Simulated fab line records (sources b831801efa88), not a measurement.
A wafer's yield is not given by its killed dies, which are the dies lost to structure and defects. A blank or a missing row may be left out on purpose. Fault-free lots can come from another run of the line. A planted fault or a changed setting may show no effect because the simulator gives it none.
Chamber matching :: flow gf180mcu :: 4 sister chambers for GF_CONTACT_CMP_04 on cmp-02
The step polishes SiO2. 14 wafers are shown with their chamber, then 7 later ones without.

== EACH WAFER AND ITS CHAMBER ==
wafer: L982.1
chamber: 1
motorCurrentA (A): 10.8
timeToEndpointS (s): 109

wafer: L982.3
chamber: 3
motorCurrentA (A): 12.1
timeToEndpointS (s): 102

wafer: L982.5
chamber: 3
motorCurrentA (A): 12.1
timeToEndpointS (s): 106

wafer: L983.4
chamber: 2
motorCurrentA (A): 11.2
timeToEndpointS (s): 117

wafer: L983.5
chamber: 0
motorCurrentA (A): 11.1
timeToEndpointS (s): 109

wafer: L983.6
chamber: 3
motorCurrentA (A): 11.8
timeToEndpointS (s): 109

wafer: L985.1
chamber: 1
motorCurrentA (A): 10.7
timeToEndpointS (s): 117

wafer: L985.4
chamber: 3
motorCurrentA (A): 12.4
timeToEndpointS (s): 105

wafer: L985.6
chamber: 3
motorCurrentA (A): 11.9
timeToEndpointS (s): 110

wafer: L988.3
chamber: 0
motorCurrentA (A): 11.7
timeToEndpointS (s): 90

wafer: L988.4
chamber: 3
motorCurrentA (A): 12.5
timeToEndpointS (s): 93

wafer: L988.6
chamber: 1
motorCurrentA (A): 11.2
timeToEndpointS (s): 99

wafer: L992.3
chamber: 2
motorCurrentA (A): 10.1
timeToEndpointS (s): 105

wafer: L992.4
chamber: 3
motorCurrentA (A): 11.5
timeToEndpointS (s): 105

SIGNATURES (averages over the wafers above)
reading: motorCurrentA
chamber 0: 11.400
chamber 1: 10.900
chamber 2: 10.650
chamber 3: 12.043
scatter within a chamber: 0.405

reading: timeToEndpointS
chamber 0: 99.50
chamber 1: 108.33
chamber 2: 111.00
chamber 3: 104.29
scatter within a chamber: 7.79
Rule: distance of a wafer from a chamber = root of the sum over the readings of ((wafer's reading minus chamber's mean) / reading's scatter) squared. The wafer belongs to the nearest chamber; if the next one is less than 2 further off, it can't be placed. The scatter: take each reading less its chamber's mean, square it, sum over the shown wafers, divide by the number of wafers less the number of chambers, and take the root.

== WAFERS WHOSE CHAMBER IS MISSING ==
wafer: L992.5
motorCurrentA (A): 12.7
timeToEndpointS (s): 100

wafer: L100.1
motorCurrentA (A): 11.7
timeToEndpointS (s): 106

wafer: L100.2
motorCurrentA (A): 10.9
timeToEndpointS (s): 117

wafer: L100.4
motorCurrentA (A): 10.5
timeToEndpointS (s): 112

wafer: L102.1
motorCurrentA (A): 11.0
timeToEndpointS (s): 113

wafer: L102.2
motorCurrentA (A): 11.2
timeToEndpointS (s): 106

wafer: L102.6
motorCurrentA (A): 11.5
timeToEndpointS (s): 108

== THE CHAMBER EACH PASSED THROUGH ==
wafer: L992.5
from the rows above: can't be placed: 3 or 0
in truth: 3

wafer: L100.1
from the rows above: can't be placed: 3 or 0 or 1 or 2
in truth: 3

wafer: L100.2
from the rows above: can't be placed: 2 or 1 or 0
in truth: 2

wafer: L100.4
from the rows above: can't be placed: 2 or 1
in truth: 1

wafer: L102.1
from the rows above: can't be placed: 1 or 2 or 0
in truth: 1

wafer: L102.2
from the rows above: can't be placed: 1 or 0 or 2 or 3
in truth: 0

wafer: L102.6
from the rows above: can't be placed: 0 or 3 or 1 or 2
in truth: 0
0 of 7 placed correctly. Not placeable from these rows: 7 (in 7, the candidates include the true chamber). Placed wrongly: 0.
